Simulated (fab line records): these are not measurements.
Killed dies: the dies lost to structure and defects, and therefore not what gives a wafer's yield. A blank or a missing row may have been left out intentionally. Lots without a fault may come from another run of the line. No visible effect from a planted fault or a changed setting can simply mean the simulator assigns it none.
fab line records	flow sky130
record lots=12	wafers=36	last-day=50
route steps=708 shown NWELL@59 LOCAL_INTERCONNECT@401 VIA1@481 METAL2@483
lots that met no fault: from a run of the same line without faults
start-h: the number of hours between the record's first day and the start of the first shown wafer of the lot	wait-h: hours elapsed since this lot's preceding step	" the same as in the row above	L1.1+2: a row that stands for several wafers	- no value, or no start given	* or withheld: withheld	< > ~ a bound
route shown NAME@n: NAME is a module with steps in the file, n the number in the route of the first one	usual: mean/standard deviation taken from wafers without a fault	same: alike in all rows	chamber/n: place in a boat	sites: the reading at each site	_std_site: how widely they spread, as a standard deviation	_edge_site: outer sites' mean less inner sites'	radius-mm: how far each site lies from the wafer's centre	mask NAME#n: copy n	behind: tool/chamber where the wafer was last shaped	hold: the reason the lot was held/the length of the hold in hours/how it ended	device: transistor that didn't switch, given as n, p or np	end of line: at the end of the route, the tests of the same wafers	a step given without rows: its recipe and nothing more	killed: dies that structure and defects cost at the first sort, which is not the same as the wafer's yield	map: a wafer's dies, marking killed ones x, the rest . and places with no die _
set.NAME: the run value of the setting; set.NAME@STEP: its run value at that earlier step	model.NAME: the simulator's own value behind a step, which no gauge read
one table for each step of the route and one row for each wafer, over a sample of lots
services: a tool's chamber out of use, with start hour (start-h, from the record's first day; less than 0 if before it), hours out, and reason
## steps
# step SKY_NWELL_SOFTBAKE_06
# recipe temp-c=110	time-s=withheld
# usual heater-power-total-W=65.30/0.14	plate-temp-C=109.99/0.15
lot.wafer	tool	chamber	start-h	wait-h	heater-power-total-W	plate-temp-C
L631.3	litho-track-02	0	89.14	0.1	65.23	110.06
L631.4	"	0	"	"	65.42	110.03
L631.5	"	0	"	"	65.27	110.08
L632.3	litho-track-01	0	92.33	0.1	65.18	109.92
L632.4	"	0	"	"	65.43	109.71
L632.6	"	0	"	"	65.58	109.81
L633.1	litho-track-01	0	96.71	0.1	65.26	109.79
L633.2	"	0	"	"	65.22	109.65
L633.3	"	0	"	"	65.43	110.00
L635.3	litho-track-01	0	106.43	0.1	65.53	109.98
L635.4	"	0	"	"	65.21	110.19
L635.5	"	0	"	"	65.31	109.99
L637.2	litho-track-03	0	130.56	0.1	65.21	109.68
L637.3	"	0	"	"	65.31	109.93
L637.6	"	0	"	"	65.17	109.78
L638.2	litho-track-03	0	131.21	0.1	65.29	109.88
L638.4	"	0	"	"	65.34	109.85
L638.6	"	0	"	"	65.53	109.84
L640.3	litho-track-03	0	140.50	0.1	65.24	109.81
L640.5	"	0	"	"	65.23	109.79
L640.6	"	0	"	"	65.45	110.01
L642.2	litho-track-01	0	163.09	0.1	65.18	109.87
L642.5	"	0	"	"	65.44	109.76
L642.6	"	0	"	"	65.27	109.94
L643.2	litho-track-01	0	164.69	0.1	70.64	116.42
L643.3	"	0	"	"	70.75	116.61
L643.6	"	0	"	"	70.61	116.44
L645.2	litho-track-01	0	175.59	0.1	70.55	116.37
L645.3	"	0	"	"	70.36	116.33
L645.5	"	0	"	"	70.67	116.48
L647.2	litho-track-01	0	178.59	0.1	70.37	116.54
L647.4	"	0	"	"	70.42	116.63
L647.5	"	0	"	"	70.65	116.53
L652.1	litho-track-03	0	209.03	0.1	65.31	110.28
L652.5	"	0	"	"	65.15	110.09
L652.6	"	0	"	"	65.44	110.18
# step SKY_NWELL_STRIP_14
# recipe chemistry=O2/N2	power-w=1400	pressure-mtorr=1500	platen-temp-c=withheld	o2-flow-sccm=3000	n2-flow-sccm=300	overash-fraction=0.5
# usual drypump-motor-current-A=5.9/0.37	oes-product-au=0.722/0.0045	strip-time-to-endpoint-s=36.94/0.1
lot.wafer	tool	chamber	start-h	wait-h	drypump-motor-current-A	oes-product-au	rf-hours-counter-h	strip-time-to-endpoint-s
L631.3	plasma-asher-03	1	97.84	0.1	6.0	0.724	-	36.79
L631.4	"	0	"	"	6.5	0.721	-	36.81
L631.5	"	1	"	"	6.0	0.721	-	36.90
L632.3	plasma-asher-03	0	101.10	0.1	6.4	0.715	-	36.88
L632.4	"	1	"	"	6.0	0.722	-	36.85
L632.6	"	0	"	"	6.4	0.722	-	36.86
L633.1	plasma-asher-03	0	105.37	0.1	6.4	0.721	41	36.80
L633.2	"	1	"	"	6.0	0.725	41	36.81
L633.3	"	1	"	"	6.0	0.723	-	36.87
L635.3	plasma-asher-04	1	116.90	0.1	5.9	0.728	-	36.90
L635.4	"	0	"	"	5.2	0.730	-	36.94
L635.5	"	1	"	"	5.9	0.714	-	36.92
L637.2	plasma-asher-02	1	140.16	0.1	5.6	0.721	2	36.93
L637.3	"	1	"	"	5.6	0.718	-	36.96
L637.6	"	0	"	"	5.8	0.718	-	37.03
L638.2	plasma-asher-02	0	141.11	0.1	5.9	0.719	2	37.08
L638.4	"	0	"	"	5.8	0.723	-	37.12
L638.6	"	0	"	"	5.8	0.720	-	36.91
L640.3	plasma-asher-02	0	151.33	0.1	5.8	0.719	-	36.95
L640.5	"	0	"	"	5.8	0.717	-	36.88
L640.6	"	1	"	"	5.6	0.727	-	36.97
L642.2	plasma-asher-03	1	174.10	0.1	6.0	0.720	48	37.15
L642.5	"	1	"	"	6.0	0.724	-	37.05
L642.6	"	0	"	"	6.4	0.721	-	37.13
L643.2	plasma-asher-03	0	176.02	0.1	6.4	0.716	48	36.32
L643.3	"	0	"	"	6.4	0.726	-	36.30
L643.6	"	0	"	"	6.4	0.714	-	36.32
L645.2	plasma-asher-04	1	186.17	0.1	5.9	0.727	36	36.38
L645.3	"	0	"	"	5.3	0.724	-	36.35
L645.5	"	0	"	"	5.3	0.730	-	36.40
L647.2	plasma-asher-02	1	189.46	0.1	5.6	0.729	7	36.26
L647.4	"	1	"	"	5.6	0.712	-	36.30
L647.5	"	1	"	"	5.6	0.723	-	36.27
L652.1	plasma-asher-03	0	221.55	0.1	6.4	0.726	53	36.77
L652.5	"	0	"	"	6.4	0.719	-	36.88
L652.6	"	1	"	"	6.0	0.726	-	36.67
# step SKY_LOCAL_INTERCONNECT_METAL_ETCH_14
# recipe target-depth-nm=110	stop-on=PSG	chemistry=Cl2/BCl3	target=TiN	resist-sidewall-deg=88	pressure-mtorr=10	icp-w=900	bias-w=48.5	Cl2_flow_sccm=60	bcl3-flow-sccm=30	time-s=31.4
# usual drypump-motor-current-A=5.8/0.4	oes-product-au=0.940/0.0076	rf-fwd-power-W=889/4.6	throttle-valve-pct=21.902/0.01
lot.wafer	tool	chamber	start-h	wait-h	drypump-motor-current-A	oes-product-au	rf-fwd-power-W	rf-hours-counter-h	throttle-valve-pct
L631.3	rie-metal-04	1	714.11	0.0	6.0	0.941	892	-	21.908
L631.4	"	0	"	"	5.3	0.932	887	-	21.914
L631.5	"	1	"	"	6.0	0.937	893	-	21.906
L632.3	rie-metal-03	0	717.78	0.1	5.7	0.934	890	-	21.907
L632.4	"	0	"	"	5.7	0.932	885	-	21.908
L632.6	"	0	"	"	5.7	0.944	893	-	21.909
L633.1	rie-metal-02	1	721.83	0.0	6.4	0.946	886	11	21.892
L633.2	"	0	"	"	6.3	0.954	893	13	21.895
L633.3	"	1	"	"	6.4	0.933	881	-	21.871
L635.3	rie-metal-03	0	742.22	0.0	5.7	0.921	892	-	21.906
L635.4	"	1	"	"	5.6	0.937	896	-	21.894
L635.5	"	1	"	"	5.6	0.931	895	-	21.908
L637.2	rie-metal-02	1	774.04	0.0	6.4	0.928	888	13	21.903
L637.3	"	1	"	"	6.5	0.941	885	-	21.898
L637.6	"	0	"	"	6.3	0.932	884	-	21.901
L638.2	rie-metal-04	1	774.69	0.0	6.0	0.929	889	15	21.899
L638.4	"	1	"	"	6.0	0.957	892	-	21.891
L638.6	"	1	"	"	6.0	0.953	896	-	21.899
L640.3	rie-metal-04	1	787.95	0.0	6.0	0.942	887	-	21.896
L640.5	"	0	"	"	5.3	0.945	885	-	21.899
L640.6	"	1	"	"	6.0	0.952	894	-	21.906
L642.2	rie-metal-04	0	815.97	0.1	5.3	0.942	884	-	21.922
L642.5	"	0	"	"	5.3	0.943	882	-	21.898
L642.6	"	0	"	"	5.3	0.930	881	-	21.927
L643.2	rie-metal-03	1	820.18	0.0	5.6	0.950	893	3	21.898
L643.3	"	1	"	"	5.6	0.947	893	-	21.914
L643.6	"	1	"	"	5.6	0.939	891	-	21.895
L647.2	rie-metal-02	0	833.23	0.0	6.3	0.951	887	17	21.898
L647.4	"	0	"	"	6.3	0.941	890	-	21.897
L647.5	"	0	"	"	6.3	0.943	887	-	21.888
L645.2	rie-metal-04	0	835.08	0.0	5.3	0.936	885	3	21.912
L645.3	"	1	"	"	6.0	0.938	894	-	21.904
L645.5	"	0	"	"	5.3	0.935	884	-	21.900
L652.1	rie-metal-03	0	873.45	0.0	5.7	0.935	895	17	21.896
L652.5	"	1	"	"	5.6	0.925	894	-	21.891
L652.6	"	0	"	"	5.6	0.937	896	-	21.905
# step SKY_VIA1_THK_MEAS_23
# recipe thk-meas-gauge=xrf	reads=W_of_VIA1_CVD_21
# usual VIA1_W_THK=273/3.2
lot.wafer	tool	chamber	start-h	wait-h	VIA1_W_THK[nm]
L631.3	film-metro-04	-	801.42	0.1	270
L631.4	"	-	"	"	269
L631.5	"	-	"	"	270
L632.3	film-metro-02	-	806.34	0.1	272
L632.4	"	-	"	"	278
L632.6	"	-	"	"	278
L633.1	film-metro-02	-	811.08	0.1	277
L633.2	"	-	"	"	272
L633.3	"	-	"	"	277
L635.3	film-metro-04	-	830.01	0.1	274
L635.4	"	-	"	"	270
L635.5	"	-	"	"	269
L637.2	film-metro-04	-	859.05	0.1	268
L637.3	"	-	"	"	268
L637.6	"	-	"	"	273
L638.2	film-metro-02	-	859.62	0.1	279
L638.4	"	-	"	"	275
L638.6	"	-	"	"	277
L640.3	film-metro-02	-	872.48	0.1	274
L640.5	"	-	"	"	278
L640.6	"	-	"	"	272
L642.2	film-metro-04	-	899.35	0.1	272
L642.5	"	-	"	"	278
L642.6	"	-	"	"	266
L643.2	film-metro-02	-	903.01	0.1	277
L643.3	"	-	"	"	273
L643.6	"	-	"	"	275
L647.2	film-metro-02	-	916.23	0.1	275
L647.4	"	-	"	"	278
L647.5	"	-	"	"	277
L645.2	film-metro-01	-	917.66	0.1	271
L645.3	"	-	"	"	272
L645.5	"	-	"	"	275
L652.1	film-metro-01	-	953.97	0.1	273
L652.5	"	-	"	"	273
L652.6	"	-	"	"	269
# step SKY_METAL2_SPUTTER_00
# recipe material=Ti	target-thk-nm=15	power-w=3000	time-s=10	chamber-pressure-pa=0.4
# usual throttle-valve-pct=30.5/1.5
lot.wafer	tool	chamber	start-h	wait-h	throttle-valve-pct
L631.3	pvd-sputter-01	-	801.76	0.2	31.2
L631.4	"	-	"	"	29.9
L631.5	"	-	"	"	31.2
L632.3	pvd-sputter-01	-	806.68	0.1	31.3
L632.4	"	-	"	"	30.0
L632.6	"	-	"	"	30.7
L633.1	pvd-sputter-01	-	811.44	0.2	29.8
L633.2	"	-	"	"	31.0
L633.3	"	-	"	"	31.0
L635.3	pvd-sputter-01	-	830.35	0.2	31.1
L635.4	"	-	"	"	33.2
L635.5	"	-	"	"	33.3
L637.2	pvd-sputter-02	-	859.63	0.1	30.6
L637.3	"	-	"	"	30.1
L637.6	"	-	"	"	30.6
L638.2	pvd-sputter-01	-	859.97	0.1	30.8
L638.4	"	-	"	"	31.1
L638.6	"	-	"	"	33.1
L640.3	pvd-sputter-03	-	872.82	0.2	32.1
L640.5	"	-	"	"	27.4
L640.6	"	-	"	"	29.6
L642.2	pvd-sputter-03	-	899.70	0.1	30.3
L642.5	"	-	"	"	27.2
L642.6	"	-	"	"	31.8
L643.2	pvd-sputter-02	-	903.36	0.2	29.8
L643.3	"	-	"	"	30.2
L643.6	"	-	"	"	28.6
L647.2	pvd-sputter-03	-	916.58	0.2	30.5
L647.4	"	-	"	"	27.0
L647.5	"	-	"	"	29.7
L645.2	pvd-sputter-02	-	918.18	0.2	30.5
L645.3	"	-	"	"	28.6
L645.5	"	-	"	"	29.9
L652.1	pvd-sputter-03	-	954.33	0.1	30.3
L652.5	"	-	"	"	30.3
L652.6	"	-	"	"	29.7
## services
tool	chamber	start-h	hours	kind
pvd-sputter-01	-	138.78	11.0	repair
pvd-sputter-01	-	149.50	16.1	repair
pvd-sputter-01	-	173.42	3.3	repair
rie-metal-04	0	330.22	2.2	repair
plasma-asher-03	-	348.15	7.2	repair
rie-metal-04	-	390.63	0.5	repair
plasma-asher-03	-	403.94	1.8	repair
plasma-asher-03	-	421.25	9.0	pm
rie-metal-04	0	460.32	5.8	repair
plasma-asher-03	-	483.82	0.5	repair
plasma-asher-03	-	535.53	1.2	repair
rie-metal-04	-	542.80	2.1	repair
plasma-asher-03	-	552.25	15.6	pm
pvd-sputter-01	-	587.83	0.9	repair
plasma-asher-03	-	596.08	0.3	repair
rie-metal-04	-	601.48	1.7	repair
plasma-asher-03	-	642.81	1.4	repair
pvd-sputter-01	-	655.18	8.5	repair
plasma-asher-03	-	659.61	1.0	repair
rie-metal-04	-	723.44	2.8	pm
pvd-sputter-01	-	877.90	3.2	repair
pvd-sputter-01	-	901.31	6.1	repair
plasma-asher-03	-	918.81	0.8	repair
plasma-asher-03	-	919.86	1.5	repair
## key
first-sign step=SKY_NWELL_SOFTBAKE_06	reading=plate-temp-C	direction=up	sigmas=45	usual=*	struck=*
effect step=SKY_NWELL_SOFTBAKE_06	reading=heater-power-total-W	direction=up	sigmas=37	usual=*	struck=*
effect step=SKY_NWELL_STRIP_14	reading=strip-time-to-endpoint-s	direction=down	sigmas=6.2	usual=*	struck=*
met-at SKY_NWELL_SOFTBAKE_06
struck-lots L643,L645,L647
tester-left-out L643,L645,L647
not-acting-at SKY_LOCAL_INTERCONNECT_METAL_ETCH_14,SKY_VIA1_THK_MEAS_23,SKY_METAL2_SPUTTER_00
onset-between 163.09 164.69
fault kind=process-parameter-drift	tool=litho-track-01	chamber=-	onset-h=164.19	steps=SKY_NWELL_SOFTBAKE_06	channel=temp-c	offset=*	shape=step	end-h=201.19	acts-in=*	stated=*
# tester-left-out: of these lots the tester's yield and bins aren't shown, on N5 and GAA mostly nor the transistor test; their killed dies are dies lost to structure and defects alone, not to doping, threshold or leakage, so they don't give the yield
